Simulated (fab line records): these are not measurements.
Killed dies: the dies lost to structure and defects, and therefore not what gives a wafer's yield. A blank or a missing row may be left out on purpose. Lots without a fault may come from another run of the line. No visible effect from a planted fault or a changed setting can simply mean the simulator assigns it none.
2 desks looking at one fault + flow sky130 + what lay behind the numbers comes last; until then each desk has only its own

== TOOL OWNER'S DESK, pecvd-02 ==
The tool's own readings at SKY_PASSIVATION_CVD_02 (deposits Si3N4, target thk 540 nm): means of the sampled wafers that have a number, for each lot that ran on this tool. Any lot whose mean is over 4 standard deviations away from the usual mean is out of limits and marked OUT; that distance is given in the brackets.
Columns: A = heaterPowerW at SKY_PASSIVATION_CVD_02, usual 733 W
| lot  | first seen here | A   |
|------|-----------------|-----|
| L862 | day 45 04:56    | 759 |
| L867 | day 46 09:25    | 707 |
| L869 | day 46 16:40    | 654 |
| L878 | day 48 18:47    | 694 |
| L879 | day 48 22:47    | 767 |
This desk found nothing out of limits on any of the 5 lots.

== FROM THE METROLOGY DESK ==
Means of the sampled wafers that have a number, per lot and without regard to the tool the lot ran on: this is what the gauges read. Any lot whose mean is over 4 standard deviations away from the usual mean is out of limits and marked OUT; that distance is given in the brackets.
Columns: A = VIA3_HDPCVD_THK at SKY_VIA3_THK_MEAS_01, usual 1633 nm; B = PASSIVATION_CVD_02_THK at SKY_PASSIVATION_THK_MEAS_03, usual 540 nm
| lot  | first seen here | A    | B             |
|------|-----------------|------|---------------|
| L861 | day 39 10:14    | 1622 | 541           |
| L862 | day 40 00:57    | 1647 | 539           |
| L867 | day 41 11:28    | 1628 | 447 (-12) OUT |
| L869 | day 41 20:19    | 1624 | 442 (-13) OUT |
| L871 | day 42 16:08    | 1639 | 531           |
| L876 | day 43 19:20    | 1635 | 540           |
| L878 | day 44 04:58    | 1639 | 542           |
| L879 | day 44 12:46    | 1637 | 549           |
| L880 | day 44 18:49    | 1611 | 534           |
| L881 | day 45 01:58    | 1655 | 532           |
This desk's result: L867, L869 out of limits, first on L867 (PASSIVATION_CVD_02_THK at SKY_PASSIVATION_THK_MEAS_03), day 46 09:38. L861, L862, L871, L876, L878, L879, L880, L881: within limits.

== BROUGHT TOGETHER ==
Metrology desk: alarm possible at day 46 09:38 on L867, L869.
The tool owner's desk saw nothing out of limits.
The tool owner's desk has L867, L869 on record, within its limits.
The lots listed all ran SKY_PASSIVATION_CVD_02 on pecvd-02.

== WHAT THE SIMULATOR HAD PUT IN ==
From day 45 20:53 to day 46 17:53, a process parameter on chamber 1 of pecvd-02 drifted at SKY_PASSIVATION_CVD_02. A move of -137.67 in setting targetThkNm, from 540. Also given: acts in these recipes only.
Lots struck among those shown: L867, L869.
Time in hours between the start of the fault and the first out-of-limits reading at each desk: metrology desk, 13.
